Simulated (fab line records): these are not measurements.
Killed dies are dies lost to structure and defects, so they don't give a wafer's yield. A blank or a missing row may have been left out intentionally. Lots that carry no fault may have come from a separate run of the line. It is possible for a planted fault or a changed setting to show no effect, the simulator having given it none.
Chamber matching || flow gf180mcu || 3 sister chambers for GF_V5_CVD_02 on pecvd-03
The step deposits SiO2 from TEOS, target thk 1450 nm, time 163.28 s. 14 wafers are shown with their chamber, then 7 later ones without.

## WAFERS PAIRED WITH THEIR CHAMBERS
{"wafer": "L076.2", "chamber": 1, "heater power w (W)": 727}
{"wafer": "L076.3", "chamber": 0, "heater power w (W)": 529}
{"wafer": "L076.5", "chamber": 1, "heater power w (W)": 581}
{"wafer": "L082.1", "chamber": 1, "heater power w (W)": 661}
{"wafer": "L082.2", "chamber": 0, "heater power w (W)": 569}
{"wafer": "L082.3", "chamber": 2, "heater power w (W)": 641}
{"wafer": "L082.4", "chamber": 0, "heater power w (W)": 485}
{"wafer": "L082.5", "chamber": 1, "heater power w (W)": 723}
{"wafer": "L082.6", "chamber": 2, "heater power w (W)": 703}
{"wafer": "L083.2", "chamber": 2, "heater power w (W)": 709}
{"wafer": "L083.3", "chamber": 1, "heater power w (W)": 677}
{"wafer": "L083.4", "chamber": 0, "heater power w (W)": 493}
{"wafer": "L085.1", "chamber": 1, "heater power w (W)": 608}
{"wafer": "L085.2", "chamber": 2, "heater power w (W)": 702}

SIGNATURES (means of the wafers above)
{"reading": "heater power w", "chamber 0": 519.00, "chamber 1": 662.83, "chamber 2": 688.75, "scatter within a chamber": 47.8}
Rule: for each reading, subtract the chamber's mean from the wafer's reading, divide by that reading's scatter and square the result; add these up over the readings and take the root, which gives the wafer's distance from the chamber. The wafer belongs to the nearest chamber; if the next one is less than 2 further off, it can't be placed. The scatter is the square root of a quotient: the sum, over the shown wafers, of each reading's squared deviation from its chamber's mean, divided by wafers minus chambers.

## WAFERS WITH NO CHAMBER GIVEN
{"wafer": "L085.3", "heater power w (W)": 607}
{"wafer": "L085.4", "heater power w (W)": 703}
{"wafer": "L085.5", "heater power w (W)": 561}
{"wafer": "L085.6", "heater power w (W)": 465}
{"wafer": "L091.2", "heater power w (W)": 616}
{"wafer": "L091.5", "heater power w (W)": 718}
{"wafer": "L091.6", "heater power w (W)": 483}

## CHAMBER TAKEN BY EACH
{"wafer": "L085.3", "from the rows above": "can't be placed: 1 or 2 or 0", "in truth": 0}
{"wafer": "L085.4", "from the rows above": "can't be placed: 2 or 1", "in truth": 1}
{"wafer": "L085.5", "from the rows above": "can't be placed: 0 or 1 or 2", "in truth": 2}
{"wafer": "L085.6", "from the rows above": 0, "in truth": 0}
{"wafer": "L091.2", "from the rows above": "can't be placed: 1 or 2 or 0", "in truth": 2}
{"wafer": "L091.5", "from the rows above": "can't be placed: 2 or 1", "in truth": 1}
{"wafer": "L091.6", "from the rows above": 0, "in truth": 0}
Correctly placed: 2 of 7. Unplaceable from these rows: 5, with the true chamber sitting among the candidates in 5. Number placed wrongly: 0.
